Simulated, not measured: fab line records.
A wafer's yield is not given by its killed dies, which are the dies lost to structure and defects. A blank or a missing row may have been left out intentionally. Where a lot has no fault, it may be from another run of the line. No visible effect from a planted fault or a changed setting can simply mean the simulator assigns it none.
Commonality check across tools / flow gf180mcu / 13 lots and 45 wafers in the sample

## REASON IT WAS OPENED
At GF_HV_LDD_OVL_MEAS_20 the reading HV_LDD_01_OVL is flagged on 2 of 13 lots. No-fault wafers: 0.5 nm, standard deviation 1.4.
Rule: a lot is flagged when every wafer of it that has a number lies more than 4 standard deviations from that mean, or none has a number. The rest of the lots are taken to be sound.

lot=L888; measured=day 10 20:07; on=overlay-02; HV_LDD_01_OVL (nm), wafer by wafer=2.3 0.0 -0.4; flag=
lot=L889; measured=day 11 04:01; on=overlay-01; HV_LDD_01_OVL (nm), wafer by wafer=0.9 -0.1 2.2; flag=
lot=L891; measured=day 11 21:14; on=overlay-02; HV_LDD_01_OVL (nm), wafer by wafer=-2.4 -2.8 -2.6; flag=
lot=L893; measured=day 12 10:13; on=overlay-01; HV_LDD_01_OVL (nm), wafer by wafer=1.4 0.9 1.2; flag=
lot=L894; measured=day 12 17:49; on=overlay-01; HV_LDD_01_OVL (nm), wafer by wafer=2.1 0.4 1.1; flag=
lot=L896; measured=day 13 07:13; on=overlay-02; HV_LDD_01_OVL (nm), wafer by wafer=1.2 0.8 -1.5; flag=
lot=L897; measured=day 13 13:23; on=overlay-02; HV_LDD_01_OVL (nm), wafer by wafer=-0.2 -0.9 0.2; flag=
lot=L898; measured=day 13 22:55; on=overlay-01; HV_LDD_01_OVL (nm), wafer by wafer=2.8 1.5 1.9; flag=
lot=L900; measured=day 14 14:20; on=overlay-01; HV_LDD_01_OVL (nm), wafer by wafer=-0.7 -0.6 0.7; flag=
lot=L905; measured=day 16 02:31; on=overlay-02; HV_LDD_01_OVL (nm), wafer by wafer=40.9 39.5 41.7 40.0 39.2 40.1; flag=FLAGGED
lot=L906; measured=day 16 12:25; on=overlay-01; HV_LDD_01_OVL (nm), wafer by wafer=42.4 42.7 43.2 41.7 41.8 42.5; flag=FLAGGED
lot=L909; measured=day 17 14:56; on=overlay-02; HV_LDD_01_OVL (nm), wafer by wafer=2.7 -0.6 2.1; flag=
lot=L911; measured=day 18 03:33; on=overlay-02; HV_LDD_01_OVL (nm), wafer by wafer=1.2 1.4 -0.3; flag=
On average the flagged lots' numbers are 41.3 nm, which is +40.8 nm against the usual, or +29 standard deviations.

## WHICH TOOL RAN EACH LOT
The record keeps 1 process step preceding the reading, out of 602 steps on the route. Cell contents, in order: the tool; ch with the chambers the sampled wafers went through; the start.
lot=L888; flag=; GF_HV_LDD_EXPOSE_16=iline-stepper-01 ch 0, day 10 10:59
lot=L889; flag=; GF_HV_LDD_EXPOSE_16=iline-stepper-01 ch 0, day 10 18:49
lot=L891; flag=; GF_HV_LDD_EXPOSE_16=iline-stepper-01 ch 0, day 11 12:04
lot=L893; flag=; GF_HV_LDD_EXPOSE_16=iline-stepper-02 ch 0, day 12 00:16
lot=L894; flag=; GF_HV_LDD_EXPOSE_16=iline-stepper-02 ch 0, day 12 08:24
lot=L896; flag=; GF_HV_LDD_EXPOSE_16=iline-stepper-02 ch 0, day 12 21:04
lot=L897; flag=; GF_HV_LDD_EXPOSE_16=iline-stepper-02 ch 0, day 13 03:01
lot=L898; flag=; GF_HV_LDD_EXPOSE_16=iline-stepper-01 ch 0, day 13 13:05
lot=L900; flag=; GF_HV_LDD_EXPOSE_16=iline-stepper-02 ch 0, day 14 04:11
lot=L905; flag=FLAGGED; GF_HV_LDD_EXPOSE_16=iline-stepper-01 ch 0, day 15 16:44
lot=L906; flag=FLAGGED; GF_HV_LDD_EXPOSE_16=iline-stepper-01 ch 0, day 16 01:28
lot=L909; flag=; GF_HV_LDD_EXPOSE_16=iline-stepper-02 ch 0, day 17 03:01
lot=L911; flag=; GF_HV_LDD_EXPOSE_16=iline-stepper-02 ch 0, day 17 15:53
What is done by these steps:
- GF_HV_LDD_EXPOSE_16: exposes mask Pplus LV AREA, target cd 400 nm.
- GF_HV_LDD_OVL_MEAS_20

## FLAGGED AGAINST TOTAL, ONE TOOL AT A TIME (gauges that did the reading follow at the end)
step=GF_HV_LDD_EXPOSE_16; tool=iline-stepper-01; lots run=6; flagged=2; share of the flagged lots=all; sound lots run after its first flagged lot=0
step=GF_HV_LDD_EXPOSE_16; tool=iline-stepper-02; lots run=7; flagged=0; share of the flagged lots=none; sound lots run after its first flagged lot=-
step=GF_HV_LDD_OVL_MEAS_20; tool=overlay-01; lots run=6; flagged=1; share of the flagged lots=some; sound lots run after its first flagged lot=0
step=GF_HV_LDD_OVL_MEAS_20; tool=overlay-02; lots run=7; flagged=1; share of the flagged lots=some; sound lots run after its first flagged lot=2 (L909,L911)

## WHAT THE TABLE ALLOWS
1 row of the table ran every flagged lot: iline-stepper-01 at GF_HV_LDD_EXPOSE_16.
- iline-stepper-01 at GF_HV_LDD_EXPOSE_16: 2 of its 6 lots flagged. A fault beginning between L898 (day 13 13:05), its last sound lot, and L905 (day 15 16:44), its first flagged one, fits the data.
Left over: one tool, iline-stepper-01 at GF_HV_LDD_EXPOSE_16.

## WHAT THE SIMULATOR HAD INSERTED
Scanner matching overlay: iline-stepper-01, from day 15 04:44 on, at GF_HV_LDD_EXPOSE_16. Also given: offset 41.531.
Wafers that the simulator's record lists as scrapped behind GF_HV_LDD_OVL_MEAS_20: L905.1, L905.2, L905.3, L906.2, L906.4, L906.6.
Lots struck among those shown: L905, L906. This agrees with what the rule above found.
